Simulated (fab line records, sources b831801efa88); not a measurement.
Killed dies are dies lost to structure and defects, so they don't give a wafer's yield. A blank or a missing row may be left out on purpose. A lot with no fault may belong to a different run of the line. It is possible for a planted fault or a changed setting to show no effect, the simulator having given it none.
fab line records	flow gf180mcu
record lots=13	wafers=39	last_day=34
route steps=602 shown STI@3 MVPSD@86 HV_LDD@199 SALICIDE@284
lots that met no fault: taken from a fault-free run of the same line
start_h: the number of hours between the record's first day and the start of the first shown wafer of the lot	wait_h: hours elapsed since this lot's preceding step	" as in the row above	L1.1+2: a row that stands for several wafers	- no value present, or no start provided	* or withheld: withheld	< > ~ a bound
route shown NAME@n: names a module that has steps shown in the file, with the first one's number in the route	usual: mean/standard deviation taken from wafers without a fault	same: alike in all rows	chamber/n: place in a boat	sites: the reading at each site	_std_site: standard deviation of those values	_edge_site: outer sites' mean less inner sites'	radius_mm: for every site, how far away it sits from the centre of the wafer	mask NAME#n: copy n	behind: tool/chamber where the wafer was last shaped	hold: why the lot went on hold/how many hours it stayed there/how the hold came to an end	device: whichever transistor did not switch (one of n, p or np)	end of line: tests of these same wafers at the route's end	step lacking rows: just its recipe	killed: dies lost to structure and defects at the first sort, not the wafer's yield	map: dies across one wafer; x = killed, . = not, _ = none there
set.NAME: the run value of the setting; set.NAME@STEP: its run value at that earlier step	model.NAME: the simulator's own value behind a step, which no gauge read
a sample of lots followed through the steps of the route, with each step as a table and each wafer as a row
services: a tool's chamber out of use, with start hour (start_h, from the record's first day; less than 0 if before it), hours out, and reason
## steps
# step GF_STI_THK_MEAS_02
# recipe reads=SiO2_of_STI_OXIDATION_01
# usual STI_OXIDATION_THK=10.10/0.2
lot.wafer	tool	chamber	start_h	wait_h	STI_OXIDATION_THK[nm]
L275.2	film_metro-01	-	11.52	0.0	9.61
L275.3	"	-	"	"	9.96
L275.6	"	-	"	"	9.92
L276.2	film_metro-03	-	16.65	0.0	10.07
L276.4	"	-	"	"	10.30
L276.5	"	-	"	"	10.22
L277.1	film_metro-03	-	21.51	0.0	10.00
L277.3	"	-	"	"	9.92
L277.5	"	-	"	"	9.96
L278.2	film_metro-01	-	26.52	0.0	10.68
L278.4	"	-	"	"	10.40
L278.5	"	-	"	"	10.66
L279.1	film_metro-02	-	32.38	0.0	10.37
L279.3	"	-	"	"	10.35
L279.6	"	-	"	"	10.17
L283.3	film_metro-03	-	52.61	0.0	10.16
L283.4	"	-	"	"	10.02
L283.6	"	-	"	"	10.10
L284.1	film_metro-03	-	56.51	0.0	9.96
L284.3	"	-	"	"	10.09
L284.5	"	-	"	"	10.22
L286.3	film_metro-02	-	67.07	0.0	10.02
L286.4	"	-	"	"	9.95
L286.5	"	-	"	"	10.06
L289.4	film_metro-01	-	81.54	0.0	9.85
L289.5	"	-	"	"	9.96
L289.6	"	-	"	"	9.80
L291.1	film_metro-03	-	92.20	0.0	10.19
L291.2	"	-	"	"	10.37
L291.3	"	-	"	"	10.25
L292.3	film_metro-03	-	96.53	0.0	10.07
L292.4	"	-	"	"	10.10
L292.6	"	-	"	"	10.08
L294.2	film_metro-03	-	106.52	0.0	10.04
L294.5	"	-	"	"	9.90
L294.6	"	-	"	"	9.91
L298.1	film_metro-03	-	127.03	0.0	10.18
L298.2	"	-	"	"	10.10
L298.3	"	-	"	"	10.10
# step GF_MVPSD_IMPLANT_08
# recipe species=B	energy_kev=170	dose_cm2=1.5e+13	tilt_deg=0
# same implant_ion_amu=11
lot.wafer	tool	chamber	start_h	wait_h
L275.2+3+6	implanter-04	0	96.03	0.0
L276.2+4+5	implanter-04	0	103.43	0.0
L277.1+3+5	implanter-02	0	109.67	0.0
L278.2+4+5	implanter-02	0	114.98	0.0
L279.1+3+6	implanter-04	0	121.07	0.0
L283.3+4+6	implanter-03	0	144.60	0.1
L284.1+3+5	implanter-03	0	149.41	0.0
L286.3+4+5	implanter-02	0	161.60	0.1
L289.4+5+6	implanter-03	0	180.28	0.1
L291.1+2+3	implanter-03	0	192.50	0.0
L291.1+2+3	implanter-03	0	192.82	0.3
L292.3+4+6	implanter-02	0	197.36	0.1
L294.2+5+6	implanter-02	0	210.23	0.0
L294.2+5+6	implanter-02	0	210.55	0.3
L298.1+2+3	implanter-03	0	234.86	0.0
# step GF_MVPSD_TW_MEAS_11
# usual MVPSD_TW=554/3.6
lot.wafer	tool	chamber	start_h	wait_h	MVPSD_TW
L275.2	film_metro-01	-	96.41	0.1	554
L275.3	"	-	"	"	557
L275.6	"	-	"	"	556
L276.2	film_metro-04	-	103.82	0.1	550
L276.4	"	-	"	"	548
L276.5	"	-	"	"	555
L277.1	film_metro-04	-	110.07	0.1	551
L277.3	"	-	"	"	551
L277.5	"	-	"	"	551
L278.2	film_metro-04	-	115.36	0.1	550
L278.4	"	-	"	"	550
L278.5	"	-	"	"	552
L279.1	film_metro-04	-	121.47	0.1	550
L279.3	"	-	"	"	549
L279.6	"	-	"	"	548
L283.3	film_metro-04	-	144.97	0.1	556
L283.4	"	-	"	"	554
L283.6	"	-	"	"	554
L284.1	film_metro-02	-	149.81	0.1	555
L284.3	"	-	"	"	553
L284.5	"	-	"	"	554
L286.3	film_metro-04	-	161.97	0.1	550
L286.4	"	-	"	"	552
L286.5	"	-	"	"	554
L289.4	film_metro-01	-	180.64	0.1	557
L289.5	"	-	"	"	556
L289.6	"	-	"	"	558
L291.1	film_metro-02	-	193.30	0.1	677
L291.2	"	-	"	"	676
L291.3	"	-	"	"	677
L292.3	film_metro-04	-	197.73	0.1	552
L292.4	"	-	"	"	554
L292.6	"	-	"	"	556
L294.2	film_metro-01	-	211.02	0.1	673
L294.5	"	-	"	"	676
L294.6	"	-	"	"	678
L298.1	film_metro-04	-	235.26	0.1	551
L298.2	"	-	"	"	552
L298.3	"	-	"	"	550
# step GF_VT_IMPLANT_RS_MEAS_49
# recipe thk_meas_gauge=four-point-probe
# usual MVPSD_RS=1170.7/2.6
lot.wafer	tool	chamber	start_h	wait_h	MVPSD_RS[ohm/sq]
L275.2	film_metro-02	-	157.92	0.1	1168.6
L275.3	"	-	"	"	1171.6
L275.6	"	-	"	"	1171.0
L276.2	film_metro-01	-	166.76	0.1	1166.2
L276.4	"	-	"	"	1163.5
L276.5	"	-	"	"	1167.8
L277.1	film_metro-02	-	171.38	0.1	1178.6
L277.3	"	-	"	"	1174.2
L277.5	"	-	"	"	1173.4
L278.2	film_metro-04	-	178.36	0.1	1173.4
L278.4	"	-	"	"	1175.2
L278.5	"	-	"	"	1173.0
L279.1	film_metro-01	-	185.84	0.1	1169.7
L279.3	"	-	"	"	1170.8
L279.6	"	-	"	"	1170.1
L283.3	film_metro-02	-	211.34	0.1	1167.9
L283.4	"	-	"	"	1168.9
L283.6	"	-	"	"	1165.4
L284.1	film_metro-01	-	217.69	0.1	1170.9
L284.3	"	-	"	"	1171.1
L284.5	"	-	"	"	1168.2
L286.3	film_metro-01	-	230.88	0.1	1168.5
L286.4	"	-	"	"	1170.0
L286.5	"	-	"	"	1168.2
L289.4	film_metro-02	-	252.10	0.1	1172.0
L289.5	"	-	"	"	1167.4
L289.6	"	-	"	"	1174.9
L291.1	film_metro-04	-	265.49	0.1	827.4
L291.2	"	-	"	"	826.3
L291.3	"	-	"	"	823.8
L292.3	film_metro-04	-	271.79	0.1	1169.6
L292.4	"	-	"	"	1170.6
L292.6	"	-	"	"	1168.9
L294.2	film_metro-04	-	287.14	0.1	824.4
L294.5	"	-	"	"	822.3
L294.6	"	-	"	"	822.9
L298.1	film_metro-01	-	313.74	0.1	1169.3
L298.2	"	-	"	"	1171.9
L298.3	"	-	"	"	1172.9
# step GF_HV_LDD_TW_MEAS_23
# usual HV_LDD_2_TW=1063/6.7
lot.wafer	tool	chamber	start_h	wait_h	HV_LDD_2_TW
L275.2	film_metro-02	-	234.50	0.1	1078
L275.3	"	-	"	"	1081
L275.6	"	-	"	"	1074
L276.2	film_metro-01	-	245.64	0.1	1057
L276.4	"	-	"	"	1058
L276.5	"	-	"	"	1052
L277.1	film_metro-02	-	250.28	0.1	1069
L277.3	"	-	"	"	1068
L277.5	"	-	"	"	1069
L278.2	film_metro-02	-	264.95	0.1	1061
L278.4	"	-	"	"	1062
L278.5	"	-	"	"	1066
L279.1	film_metro-01	-	271.07	0.1	1067
L279.3	"	-	"	"	1063
L279.6	"	-	"	"	1067
L283.3	film_metro-02	-	295.34	0.1	1072
L283.4	"	-	"	"	1070
L283.6	"	-	"	"	1064
L284.1	film_metro-02	-	301.17	0.1	1067
L284.3	"	-	"	"	1060
L284.5	"	-	"	"	1071
L286.3	film_metro-01	-	320.36	0.1	1070
L286.4	"	-	"	"	1067
L286.5	"	-	"	"	1066
L289.4	film_metro-04	-	341.10	0.1	1048
L289.5	"	-	"	"	1050
L289.6	"	-	"	"	1051
L291.1	film_metro-02	-	357.92	0.1	1069
L291.2	"	-	"	"	1072
L291.3	"	-	"	"	1064
L292.3	film_metro-02	-	361.71	0.1	1067
L292.4	"	-	"	"	1066
L292.6	"	-	"	"	1062
L294.2	film_metro-01	-	381.33	0.1	1066
L294.5	"	-	"	"	1066
L294.6	"	-	"	"	1065
L298.1	film_metro-02	-	410.52	0.1	1064
L298.2	"	-	"	"	1058
L298.3	"	-	"	"	1057
# step GF_SALICIDE_RTA_06
# recipe temp_c=530	time_s=30	ambient=N2
# usual lamp_power_pct=7.39/0.21	wafer_temp_C_max=532.7/1.5
lot.wafer	tool	chamber	start_h	wait_h	lamp_power_pct	wafer_temp_C_max
L275.2	rtp_anneal-01	0	342.56	0.1	7.56	531.9
L275.3	"	0	"	"	7.56	531.9
L275.6	"	0	"	"	7.57	531.7
L276.2	rtp_anneal-02	0	349.68	0.1	7.13	534.9
L276.4	"	0	"	"	7.12	533.0
L276.5	"	0	"	"	7.13	537.1
L277.1	rtp_anneal-01	0	356.35	0.1	7.55	531.7
L277.3	"	0	"	"	7.54	531.8
L277.5	"	0	"	"	7.56	531.9
L278.2	rtp_anneal-02	0	372.70	0.1	7.13	534.8
L278.4	"	0	"	"	7.13	533.9
L278.5	"	0	"	"	7.14	533.3
L279.1	rtp_anneal-01	0	382.68	0.1	7.55	531.8
L279.3	"	0	"	"	7.55	532.0
L279.6	"	0	"	"	7.56	532.0
L283.3	rtp_anneal-01	0	409.63	0.1	7.55	531.5
L283.4	"	0	"	"	7.56	532.1
L283.6	"	0	"	"	7.56	531.9
L284.1	rtp_anneal-02	0	414.91	0.1	7.13	534.9
L284.3	"	0	"	"	7.13	534.1
L284.5	"	0	"	"	7.13	534.8
L286.3	rtp_anneal-02	0	440.05	0.1	7.12	532.8
L286.4	"	0	"	"	7.14	533.9
L286.5	"	0	"	"	7.10	533.6
L289.4	rtp_anneal-01	0	463.77	0.1	7.56	532.0
L289.5	"	0	"	"	7.56	531.4
L289.6	"	0	"	"	7.55	531.4
L291.1	rtp_anneal-02	0	481.80	0.1	7.12	534.5
L291.2	"	0	"	"	7.13	534.1
L291.3	"	0	"	"	7.11	534.1
L292.3	rtp_anneal-01	0	487.08	0.1	7.55	531.3
L292.4	"	0	"	"	7.55	531.5
L292.6	"	0	"	"	7.56	531.5
L294.2	rtp_anneal-01	0	512.13	0.1	7.55	531.3
L294.5	"	0	"	"	7.56	531.1
L294.6	"	0	"	"	7.55	531.7
L298.1	rtp_anneal-02	0	537.28	0.1	7.13	534.9
L298.2	"	0	"	"	7.13	534.0
L298.3	"	0	"	"	7.12	534.5
## services
tool	chamber	start_h	hours	kind
implanter-03	-	99.39	0.5	repair
implanter-02	-	118.24	8.6	pm
implanter-03	-	145.55	3.7	pm
implanter-04	-	176.52	9.5	pm
implanter-04	-	194.07	2.7	repair
implanter-03	-	294.65	1.4	repair
rtp_anneal-01	-	322.91	4.1	pm
implanter-04	-	325.86	5.3	repair
implanter-02	-	344.05	2.5	repair
implanter-04	-	364.21	0.8	repair
implanter-02	-	372.65	1.6	repair
implanter-03	-	405.47	6.5	pm
implanter-03	-	425.03	3.8	repair
implanter-04	-	430.82	5.7	pm
rtp_anneal-02	-	450.57	4.1	pm
rtp_anneal-02	-	464.95	5.0	pm
implanter-02	-	473.24	3.3	pm
## key
first_sign step=GF_MVPSD_IMPLANT_08	reading=visit	direction=added
effect step=GF_MVPSD_TW_MEAS_11	reading=MVPSD_TW	direction=up	sigmas=34	usual=554	struck=676
effect step=GF_VT_IMPLANT_RS_MEAS_49	reading=MVPSD_RS	direction=down	sigmas=99+	usual=1170.7	struck=824.5
met_at GF_MVPSD_IMPLANT_08
struck_lots L291,L294
tester_left_out L291,L294
not_acting_at GF_STI_THK_MEAS_02,GF_HV_LDD_TW_MEAS_23,GF_SALICIDE_RTA_06
fault kind=repeated_step_whole	tool=implanter-02,implanter-03,implanter-04	chamber=-	onset_h=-	steps=GF_MVPSD_IMPLANT_08	times=1	scope=struck_lots_only
# tester_left_out: of these lots the tester's yield and bins aren't shown, on N5 and GAA mostly nor the transistor test; their killed dies are dies lost to structure and defects alone, not to doping, threshold or leakage, so they don't give the yield
